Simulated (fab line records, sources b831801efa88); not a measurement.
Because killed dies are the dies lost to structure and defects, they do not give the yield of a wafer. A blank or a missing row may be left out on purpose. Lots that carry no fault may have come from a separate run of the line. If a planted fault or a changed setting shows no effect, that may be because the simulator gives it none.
Which tool was responsible? :: flow sky130 :: 72 wafers from 24 lots sampled at 6 of the route's 708 steps

WHAT EACH GAUGE READ, for each wafer
SKY_LDD_P_OVL_MEAS_08.
lot: L074
measured: day 19 05:37
on: overlay-01
LDD_P_OVL (nm): -2.5 -3.1 -2.9

lot: L075
measured: day 19 14:35
on: overlay-02
LDD_P_OVL (nm): -1.2 -2.7 -0.6

lot: L076
measured: day 19 22:55
on: overlay-02
LDD_P_OVL (nm): 1.6 1.0 1.2

lot: L077
measured: day 20 15:16
on: overlay-02
LDD_P_OVL (nm): -0.1 0.7 0.3

lot: L079
measured: day 21 11:52
on: overlay-02
LDD_P_OVL (nm): -0.3 -0.8 0.7

lot: L080
measured: day 21 12:08
on: overlay-01
LDD_P_OVL (nm): 1.9 2.6 1.3

lot: L078
measured: day 21 13:02
on: overlay-02
LDD_P_OVL (nm): 0.7 0.3 0.5

lot: L081
measured: day 21 18:52
on: overlay-02
LDD_P_OVL (nm): -1.3 -1.0 -1.5

lot: L082
measured: day 22 14:10
on: overlay-02
LDD_P_OVL (nm): 0.0 -0.3 -0.9

lot: L083
measured: day 22 16:02
on: overlay-01
LDD_P_OVL (nm): 0.9 2.1 1.7

lot: L085
measured: day 23 06:56
on: overlay-02
LDD_P_OVL (nm): 3.0 2.8 3.0

lot: L084
measured: day 23 07:04
on: overlay-02
LDD_P_OVL (nm): -0.9 0.1 0.7

lot: L086
measured: day 23 12:29
on: overlay-02
LDD_P_OVL (nm): 2.4 1.1 -0.3

lot: L087
measured: day 23 22:29
on: overlay-02
LDD_P_OVL (nm): -1.6 0.3 -0.4

lot: L088
measured: day 24 07:49
on: overlay-01
LDD_P_OVL (nm): -0.4 -0.5 -3.7

lot: L089
measured: day 24 17:55
on: overlay-01
LDD_P_OVL (nm): -1.2 -0.9 -0.3

lot: L090
measured: day 25 04:01
on: overlay-01
LDD_P_OVL (nm): -1.0 -1.0 1.8

lot: L092
measured: day 25 21:11
on: overlay-02
LDD_P_OVL (nm): -1.8 0.0 -0.2

lot: L091
measured: day 25 23:31
on: overlay-01
LDD_P_OVL (nm): -3.1 -2.2 0.0

lot: L093
measured: day 26 05:23
on: overlay-01
LDD_P_OVL (nm): -2.6 -2.8 -2.0

lot: L094
measured: day 26 13:05
on: overlay-01
LDD_P_OVL (nm): -2.4 -0.5 -1.2

lot: L096
measured: day 27 01:58
on: overlay-01
LDD_P_OVL (nm): -0.9 -1.2 -1.3

lot: L095
measured: day 27 06:22
on: overlay-01
LDD_P_OVL (nm): -0.9 -3.7 0.6

lot: L097
measured: day 27 20:58
on: overlay-02
LDD_P_OVL (nm): 2.5 -1.7 1.1

SKY_LDD_HVP_OVL_MEAS_07.
lot: L074
measured: day 21 19:22
on: overlay-02
LDD_HVP_OVL (nm): -1.0 0.9 -2.0

lot: L075
measured: day 22 05:33
on: overlay-01
LDD_HVP_OVL (nm): -4.6 -5.4 -4.6

lot: L076
measured: day 22 12:52
on: overlay-01
LDD_HVP_OVL (nm): -2.2 -1.8 -0.7

lot: L077
measured: day 23 05:21
on: overlay-02
LDD_HVP_OVL (nm): -2.3 -1.4 -2.4

lot: L079
measured: day 24 01:39
on: overlay-01
LDD_HVP_OVL (nm): -2.1 -0.5 0.3

lot: L080
measured: day 24 02:22
on: overlay-02
LDD_HVP_OVL (nm): -0.9 -2.5 -0.1

lot: L078
measured: day 24 02:33
on: overlay-01
LDD_HVP_OVL (nm): -2.3 -0.1 -1.1

lot: L081
measured: day 24 07:52
on: overlay-02
LDD_HVP_OVL (nm): -1.4 -2.3 -3.7

lot: L082
measured: day 25 03:14
on: overlay-02
LDD_HVP_OVL (nm): 0.3 -1.1 -1.6

lot: L083
measured: day 25 04:50
on: overlay-02
LDD_HVP_OVL (nm): 2.0 1.3 1.6

lot: L085
measured: day 25 18:43
on: overlay-02
LDD_HVP_OVL (nm): -0.8 0.8 0.4

lot: L084
measured: day 25 19:34
on: overlay-02
LDD_HVP_OVL (nm): 0.0 0.4 -0.2

lot: L086
measured: day 26 00:46
on: overlay-01
LDD_HVP_OVL (nm): -3.9 -4.1 -2.1

lot: L087
measured: day 26 11:05
on: overlay-02
LDD_HVP_OVL (nm): 1.0 0.5 0.0

lot: L088
measured: day 26 19:35
on: overlay-01
LDD_HVP_OVL (nm): -1.5 -1.0 -2.3

lot: L089
measured: day 27 05:39
on: overlay-01
LDD_HVP_OVL (nm): 1.9 -0.3 -0.2

lot: L090
measured: day 27 15:01
on: overlay-02
LDD_HVP_OVL (nm): -2.2 -1.1 -1.2

lot: L092
measured: day 28 08:31
on: overlay-02
LDD_HVP_OVL (nm): 0.9 1.6 2.7

lot: L091
measured: day 28 10:17
on: overlay-02
LDD_HVP_OVL (nm): -1.2 -2.1 -0.3

lot: L093
measured: day 28 15:54
on: overlay-02
LDD_HVP_OVL (nm): 0.4 -0.3 -0.5

lot: L094
measured: day 29 00:04
on: overlay-01
LDD_HVP_OVL (nm): -0.5 -1.7 -1.6

lot: L096
measured: day 29 10:23
on: overlay-01
LDD_HVP_OVL (nm): -2.8 -2.0 -3.9

lot: L095
measured: day 29 15:54
on: overlay-01
LDD_HVP_OVL (nm): -3.9 -4.7 -1.8

lot: L097
measured: day 30 06:37
on: overlay-01
LDD_HVP_OVL (nm): 0.0 -1.8 -1.5

SKY_POLY_CUT_CD_MEAS_08: the cd target is 270 nm.
lot: L074
measured: day 24 10:42
on: cd-sem-01
cd-nm (nm): 269.5 269.9 269.6

lot: L075
measured: day 24 22:02
on: cd-sem-01
cd-nm (nm): 273.4 271.9 273.1

lot: L076
measured: day 25 03:37
on: cd-sem-02
cd-nm (nm): 269.3 269.5 268.7

lot: L077
measured: day 25 20:45
on: cd-sem-02
cd-nm (nm): 267.0 269.0 268.8

lot: L079
measured: day 26 15:46
on: cd-sem-02
cd-nm (nm): 270.4 271.3 270.3

lot: L080
measured: day 26 16:25
on: cd-sem-02
cd-nm (nm): 269.7 269.8 269.6

lot: L078
measured: day 26 18:10
on: cd-sem-01
cd-nm (nm): 271.0 272.5 270.7

lot: L081
measured: day 26 21:45
on: cd-sem-02
cd-nm (nm): 269.1 268.8 269.3

lot: L082
measured: day 27 17:30
on: cd-sem-01
cd-nm (nm): 271.0 270.2 270.0

lot: L083
measured: day 27 20:28
on: cd-sem-02
cd-nm (nm): 270.2 270.9 269.6

lot: L085
measured: day 28 07:16
on: cd-sem-02
cd-nm (nm): 271.0 270.3 271.2

lot: L084
measured: day 28 10:22
on: cd-sem-02
cd-nm (nm): 271.8 270.7 271.8

lot: L086
measured: day 28 13:31
on: cd-sem-01
cd-nm (nm): 269.3 268.6 268.2

lot: L087
measured: day 29 00:33
on: cd-sem-02
cd-nm (nm): 267.2 270.0 268.0

lot: L088
measured: day 29 07:54
on: cd-sem-02
cd-nm (nm): 270.5 269.8 270.2

lot: L089
measured: day 29 17:29
on: cd-sem-01
cd-nm (nm): 269.0 269.4 269.1

lot: L090
measured: day 30 04:10
on: cd-sem-01
cd-nm (nm): 268.2 267.2 267.6

lot: L092
measured: day 30 19:11
on: cd-sem-01
cd-nm (nm): 271.2 273.4 273.1

lot: L091
measured: day 30 23:15
on: cd-sem-02
cd-nm (nm): 269.4 269.4 268.9

lot: L093
measured: day 31 02:15
on: cd-sem-02
cd-nm (nm): 272.9 272.6 272.2

lot: L094
measured: day 31 11:43
on: cd-sem-02
cd-nm (nm): 268.3 269.5 268.4

lot: L096
measured: day 31 20:22
on: cd-sem-02
cd-nm (nm): 270.6 270.6 271.1

lot: L095
measured: day 32 02:40
on: cd-sem-01
cd-nm (nm): 266.9 267.5 268.5

lot: L097
measured: day 32 17:10
on: cd-sem-02
cd-nm (nm): 270.2 270.1 269.6

SKY_SD_P_OVL_MEAS_08.
lot: L074
measured: day 25 17:22
on: overlay-02
SD_P_OVL (nm): -3.6 0.9 -0.8

lot: L075
measured: day 26 04:37
on: overlay-01
SD_P_OVL (nm): -3.0 -4.8 -2.4

lot: L076
measured: day 26 09:22
on: overlay-01
SD_P_OVL (nm): -3.6 -1.6 -2.2

lot: L077
measured: day 27 02:07
on: overlay-02
SD_P_OVL (nm): 1.8 3.5 2.1

lot: L079
measured: day 27 22:01
on: overlay-01
SD_P_OVL (nm): -2.1 -0.6 -0.8

lot: L080
measured: day 27 22:28
on: overlay-01
SD_P_OVL (nm): -2.4 -3.1 -1.4

lot: L078
measured: day 27 22:46
on: overlay-01
SD_P_OVL (nm): -0.9 -0.1 -0.3

lot: L081
measured: day 28 02:28
on: overlay-01
SD_P_OVL (nm): -1.4 -0.6 -1.6

lot: L082
measured: day 28 23:22
on: overlay-02
SD_P_OVL (nm): -3.0 0.4 -1.0

lot: L083
measured: day 29 01:52
on: overlay-01
SD_P_OVL (nm): 0.0 -0.5 -0.4

lot: L085
measured: day 29 11:50
on: overlay-01
SD_P_OVL (nm): -0.9 -1.0 0.4

lot: L084
measured: day 29 15:28
on: overlay-02
SD_P_OVL (nm): 0.6 2.4 -1.2

lot: L086
measured: day 29 17:55
on: overlay-01
SD_P_OVL (nm): -1.6 -4.4 -1.5

lot: L087
measured: day 30 05:23
on: overlay-02
SD_P_OVL (nm): -0.7 0.2 -0.6

lot: L088
measured: day 30 11:55
on: overlay-01
SD_P_OVL (nm): -1.4 -1.5 -1.0

lot: L089
measured: day 30 22:22
on: overlay-02
SD_P_OVL (nm): 0.4 1.4 0.8

lot: L090
measured: day 31 08:20
on: overlay-01
SD_P_OVL (nm): -1.3 0.3 0.0

lot: L092
measured: day 31 23:08
on: overlay-01
SD_P_OVL (nm): -0.6 -0.8 -1.7

lot: L091
measured: day 32 03:43
on: overlay-01
SD_P_OVL (nm): -0.9 0.1 -1.9

lot: L093
measured: day 32 06:01
on: overlay-02
SD_P_OVL (nm): 0.1 1.1 1.3

lot: L094
measured: day 32 16:16
on: overlay-01
SD_P_OVL (nm): -0.6 -1.8 -1.1

lot: L096
measured: day 33 00:25
on: overlay-01
SD_P_OVL (nm): 2.0 -0.1 0.2

lot: L095
measured: day 33 06:19
on: overlay-02
SD_P_OVL (nm): -1.1 1.8 0.4

lot: L097
measured: day 33 21:07
on: overlay-02
SD_P_OVL (nm): 1.3 -1.6 0.1

SKY_SD_N_CD_MEAS_07: the cd target is 380 nm.
lot: L074
measured: day 28 03:03
on: cd-sem-02
cd-nm (nm): 382.0 382.0 379.1

lot: L075
measured: day 28 15:05
on: cd-sem-02
cd-nm (nm): 379.8 380.5 378.9

lot: L076
measured: day 28 19:25
on: cd-sem-01
cd-nm (nm): 381.8 381.7 381.0

lot: L077
measured: day 29 11:18
on: cd-sem-02
cd-nm (nm): 379.4 381.6 379.1

lot: L079
measured: day 30 07:49
on: cd-sem-02
cd-nm (nm): 382.0 383.7 381.7

lot: L080
measured: day 30 08:25
on: cd-sem-01
cd-nm (nm): 378.1 379.3 379.8

lot: L078
measured: day 30 08:39
on: cd-sem-02
cd-nm (nm): 379.9 380.0 381.3

lot: L081
measured: day 30 11:09
on: cd-sem-02
cd-nm (nm): 380.0 382.7 378.9

lot: L082
measured: day 31 07:43
on: cd-sem-01
cd-nm (nm): 379.8 380.0 378.4

lot: L083
measured: day 31 10:46
on: cd-sem-02
cd-nm (nm): 376.7 375.1 375.8

lot: L085
measured: day 31 19:20
on: cd-sem-02
cd-nm (nm): 383.9 384.4 383.0

lot: L084
measured: day 31 23:37
on: cd-sem-02
cd-nm (nm): 375.5 376.5 377.0

lot: L086
measured: day 32 03:01
on: cd-sem-01
cd-nm (nm): 380.7 380.9 382.5

lot: L087
measured: day 32 14:13
on: cd-sem-01
cd-nm (nm): 377.5 376.4 378.7

lot: L088
measured: day 32 20:13
on: cd-sem-01
cd-nm (nm): 382.0 381.5 383.0

lot: L089
measured: day 33 06:09
on: cd-sem-01
cd-nm (nm): 378.0 380.1 378.6

lot: L090
measured: day 33 14:40
on: cd-sem-01
cd-nm (nm): 378.0 378.2 378.9

lot: L092
measured: day 34 06:17
on: cd-sem-01
cd-nm (nm): 376.5 378.3 375.8

lot: L091
measured: day 34 10:21
on: cd-sem-02
cd-nm (nm): 377.7 381.6 378.8

lot: L093
measured: day 34 11:25
on: cd-sem-01
cd-nm (nm): 380.7 380.4 380.9

lot: L094
measured: day 34 22:10
on: cd-sem-02
cd-nm (nm): 379.5 380.4 380.8

lot: L096
measured: day 35 05:28
on: cd-sem-01
cd-nm (nm): 381.4 382.3 384.8

lot: L095
measured: day 35 12:27
on: cd-sem-02
cd-nm (nm): 382.6 383.5 380.3

lot: L097
measured: day 36 02:30
on: cd-sem-01
cd-nm (nm): 381.4 380.2 381.2

WHAT TOOL EACH LOT RAN ON (gives the tool, then ch and the chambers of the sampled wafers, and finally the start)
lot: L074
SKY_POLY_CUT_ETCH_11: rie-diel-02 ch 1,2,3, day 24 10:54

lot: L075
SKY_POLY_CUT_ETCH_11: rie-diel-04 ch 0,3, day 24 22:12

lot: L076
SKY_POLY_CUT_ETCH_11: rie-diel-01 ch 0,1, day 25 03:47

lot: L077
SKY_POLY_CUT_ETCH_11: rie-diel-02 ch 0,1, day 25 20:57

lot: L079
SKY_POLY_CUT_ETCH_11: rie-diel-01 ch 0,3, day 26 15:58

lot: L080
SKY_POLY_CUT_ETCH_11: rie-diel-02 ch 1,2,3, day 26 16:37

lot: L078
SKY_POLY_CUT_ETCH_11: rie-diel-02 ch 1,3, day 26 18:22

lot: L081
SKY_POLY_CUT_ETCH_11: rie-diel-04 ch 0,2,3, day 26 21:57

lot: L082
SKY_POLY_CUT_ETCH_11: rie-diel-02 ch 0,1,2, day 27 17:42

lot: L083
SKY_POLY_CUT_ETCH_11: rie-diel-04 ch 1,2, day 27 20:40

lot: L085
SKY_POLY_CUT_ETCH_11: rie-diel-04 ch 0,2, day 28 07:27

lot: L084
SKY_POLY_CUT_ETCH_11: rie-diel-01 ch 1,2,3, day 28 10:34

lot: L086
SKY_POLY_CUT_ETCH_11: rie-diel-01 ch 1,2,3, day 28 13:42

lot: L087
SKY_POLY_CUT_ETCH_11: rie-diel-02 ch 0,1,3, day 29 00:41

lot: L088
SKY_POLY_CUT_ETCH_11: rie-diel-01 ch 0,3, day 29 08:06

lot: L089
SKY_POLY_CUT_ETCH_11: rie-diel-04 ch 0,1,3, day 29 17:41

lot: L090
SKY_POLY_CUT_ETCH_11: rie-diel-04 ch 1,2,3, day 30 04:20

lot: L092
SKY_POLY_CUT_ETCH_11: rie-diel-01 ch 0,3, day 30 19:20

lot: L091
SKY_POLY_CUT_ETCH_11: rie-diel-02 ch 0,1,2, day 30 23:27

lot: L093
SKY_POLY_CUT_ETCH_11: rie-diel-02 ch 0,1,3, day 31 02:27

lot: L094
SKY_POLY_CUT_ETCH_11: rie-diel-02 ch 2,3, day 31 11:55

lot: L096
SKY_POLY_CUT_ETCH_11: rie-diel-02 ch 0,2,3, day 31 20:34

lot: L095
SKY_POLY_CUT_ETCH_11: rie-diel-02 ch 1,2,3, day 32 02:52

lot: L097
SKY_POLY_CUT_ETCH_11: rie-diel-04 ch 0,2,3, day 32 17:22
- SKY_POLY_CUT_ETCH_11: etches Si3N4 in CF4/CH2F2/Ar, stops on poly-Si, time 42.5 s, target depth 60 nm.

AS READ BY THE TOOLS THEMSELVES (means over the sampled wafers that have a number; for cases with no such wafer, the mark the record gives instead)
SKY_POLY_CUT_ETCH_11.
lot: L074
tool: rie-diel-02
drypump-motor-current-A (A): 5.7
oes-product-au (a.u.): 0.832
throttle-valve-pct (%): 15.002

lot: L075
tool: rie-diel-04
drypump-motor-current-A (A): 5.2
oes-product-au (a.u.): 0.827
throttle-valve-pct (%): 14.984

lot: L076
tool: rie-diel-01
drypump-motor-current-A (A): 5.6
oes-product-au (a.u.): 0.828
throttle-valve-pct (%): 14.994

lot: L077
tool: rie-diel-02
drypump-motor-current-A (A): 6.1
oes-product-au (a.u.): 0.825
throttle-valve-pct (%): 14.992

lot: L079
tool: rie-diel-01
drypump-motor-current-A (A): 5.7
oes-product-au (a.u.): 0.824
throttle-valve-pct (%): 14.992

lot: L080
tool: rie-diel-02
drypump-motor-current-A (A): 5.7
oes-product-au (a.u.): 0.822
throttle-valve-pct (%): 14.992

lot: L078
tool: rie-diel-02
drypump-motor-current-A (A): 5.6
oes-product-au (a.u.): 0.819
throttle-valve-pct (%): 15.001

lot: L081
tool: rie-diel-04
drypump-motor-current-A (A): 5.7
oes-product-au (a.u.): 0.828
throttle-valve-pct (%): 14.992

lot: L082
tool: rie-diel-02
drypump-motor-current-A (A): 6.0
oes-product-au (a.u.): 0.819
throttle-valve-pct (%): 15.002

lot: L083
tool: rie-diel-04
drypump-motor-current-A (A): 6.3
oes-product-au (a.u.): 0.833
throttle-valve-pct (%): 15.004

lot: L085
tool: rie-diel-04
drypump-motor-current-A (A): 5.9
oes-product-au (a.u.): 0.836
throttle-valve-pct (%): 14.996

lot: L084
tool: rie-diel-01
drypump-motor-current-A (A): 5.5
oes-product-au (a.u.): 0.828
throttle-valve-pct (%): 14.994

lot: L086
tool: rie-diel-01
drypump-motor-current-A (A): 5.5
oes-product-au (a.u.): 0.828
throttle-valve-pct (%): 14.987

lot: L087
tool: rie-diel-02
drypump-motor-current-A (A): 5.8
oes-product-au (a.u.): 0.829
throttle-valve-pct (%): 14.985

lot: L088
tool: rie-diel-01
drypump-motor-current-A (A): 5.6
oes-product-au (a.u.): 0.834
throttle-valve-pct (%): 14.996

lot: L089
tool: rie-diel-04
drypump-motor-current-A (A): 5.7
oes-product-au (a.u.): 0.833
throttle-valve-pct (%): 14.984

lot: L090
tool: rie-diel-04
drypump-motor-current-A (A): 6.2
oes-product-au (a.u.): 0.827
throttle-valve-pct (%): 14.999

lot: L092
tool: rie-diel-01
drypump-motor-current-A (A): 5.6
oes-product-au (a.u.): 0.826
throttle-valve-pct (%): 14.996

lot: L091
tool: rie-diel-02
drypump-motor-current-A (A): 6.0
oes-product-au (a.u.): 0.829
throttle-valve-pct (%): 15.007

lot: L093
tool: rie-diel-02
drypump-motor-current-A (A): 5.8
oes-product-au (a.u.): 0.831
throttle-valve-pct (%): 14.990

lot: L094
tool: rie-diel-02
drypump-motor-current-A (A): 5.6
oes-product-au (a.u.): 0.831
throttle-valve-pct (%): 14.991

lot: L096
tool: rie-diel-02
drypump-motor-current-A (A): 5.9
oes-product-au (a.u.): 0.824
throttle-valve-pct (%): 14.991

lot: L095
tool: rie-diel-02
drypump-motor-current-A (A): 5.7
oes-product-au (a.u.): 0.820
throttle-valve-pct (%): 14.995

lot: L097
tool: rie-diel-04
drypump-motor-current-A (A): 5.7
oes-product-au (a.u.): 0.826
throttle-valve-pct (%): 14.991

THE ANSWER, worked out from the rows above alone
Rule: the lots themselves supply what counts as usual. Put in order of their means at a reading, lots are off if they are a third of the lots or fewer, leave a main group of 4 or more, and stand apart from it by a gap of 3 or more times the standard deviation of the main group's means; of several such gaps the widest counts. If all means in a main group match to the digits the tables above print for the reading, that group is not used. A lot without any number at a reading at which 4 lots or more have one is off too. All remaining lots with rows at the step are treated as sound. The gauges are gone through in route order, then the tools' own readings, and for those a lot's mean is taken as printed above. The first step at which some lot is off is used, and at that step the reading that is off furthest; a lot without a number counts as furthest.
Nothing can be told from this: no lot is off at any reading shown.

WHAT WAS PUT IN BY THE SIMULATOR
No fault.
